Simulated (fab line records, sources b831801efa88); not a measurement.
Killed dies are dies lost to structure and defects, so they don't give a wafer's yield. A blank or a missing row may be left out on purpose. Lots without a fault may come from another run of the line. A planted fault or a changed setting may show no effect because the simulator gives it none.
Problem report in the 8D (eight disciplines) form, filled by code | flow gf180mcu | the parts of the form that need people (team, actions taken, sign-off) are left out

1. THE PROBLEM
STI_CVD_03_THK at GF_STI_THK_MEAS_04 reads a mean of 215.9 nm on 3 wafers of 1 lot; wafers without a fault read 206.7 nm with a standard deviation of 2.1. That is +4.4 standard deviations from the usual mean.
First seen on wafer L730.1, day 3 06:51, on film_metro-02. The record holds 21 wafers of 7 lots with a number at this step. Rule for "out", or "out of limits": more than 4 standard deviations from the usual mean. The other wafers with a number count as sound.

2. WHAT IT IS AND WHAT IT IS NOT
question                    | is                     | is not
which readings at this step | STI_CVD_03_THK         | -
which lots                  | L730                   | L722, L723, L724, L742, L744, L745
which wafers of those lots  | all that have a number | -
read on which gauges        | film_metro-02          | film_metro-03, film_metro-04
when                        | from day 3 06:51       | up to then (9 sound wafers); but 9 sound wafers of L742, L744, L745 came after

3. SUSPECTS, AND WHAT RULES EACH OUT
Counting: a tool at a process step up to the reading stays a suspect if it ran every lot that is out and no sound lot after the first of them.
- the gauge at GF_STI_THK_MEAS_04: kept. All the wafers that are out were read on film_metro-02, and no step on other tools shows them out.
- lpcvd-01 at GF_STI_CVD_03 (deposits Si3N4 from DCS/NH3, target thk 207.16 nm, time 3551 s): ruled out as a lasting fault. Sound lots L745 ran on it after its first lot that is out, L730 (day 3 04:52).
Left after counting: film_metro-02 at GF_STI_THK_MEAS_04.

4. THE CAUSE (what the simulator had put in)
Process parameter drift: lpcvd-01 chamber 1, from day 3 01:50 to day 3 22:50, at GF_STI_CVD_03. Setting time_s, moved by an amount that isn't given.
Counting ruled it out, wrongly: the rule takes a fault to strike every lot that its tool runs from its start on, and this one did not.

5. THE CHAIN OF EFFECTS, in route order
Each row: a reading whose mean over the struck wafers that have a number lies more than 3 standard deviations from the usual. Only readings for which the record gives a usual standard deviation are gone through. hours: the time from each lot's start at the first step in this table that gives one to its start at this step, as a median over the lots. sigmas: the change in usual standard deviations.
hours | step               | reading        | usual      | on struck wafers | change | sigmas
0     | GF_STI_THK_MEAS_04 | STI_CVD_03_THK | 206.7 nm   | 215.9            | +9.2   | +4.4
12    | GF_STI_ETCH_13     | oes_product_au | 0.832 a.u. | 0.850            | +0.018 | +3.0
The process steps in it:
- GF_STI_ETCH_13: etches the open film in CHF3/O2, stops on Si, target depth 282.31 nm, time 112.9 s.
Later measuring or inspecting steps at which every struck wafer that the step has a row for has a number for every such reading, and none has moved that far: GF_MVPSD_OVL_MEAS_07, GF_VT_IMPLANT_OVL_MEAS_29.

6. WHAT WOULD HAVE CAUGHT IT SOONER
In this record the first reading out of limits at a measuring or inspecting step was taken at day 3 06:51, 5 hours after the fault began at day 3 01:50.
Of the tool readings at GF_STI_CVD_03 for which the record gives a usual standard deviation, none was out on any struck wafer, so an alarm limit of 4 standard deviations on them would not have fired.
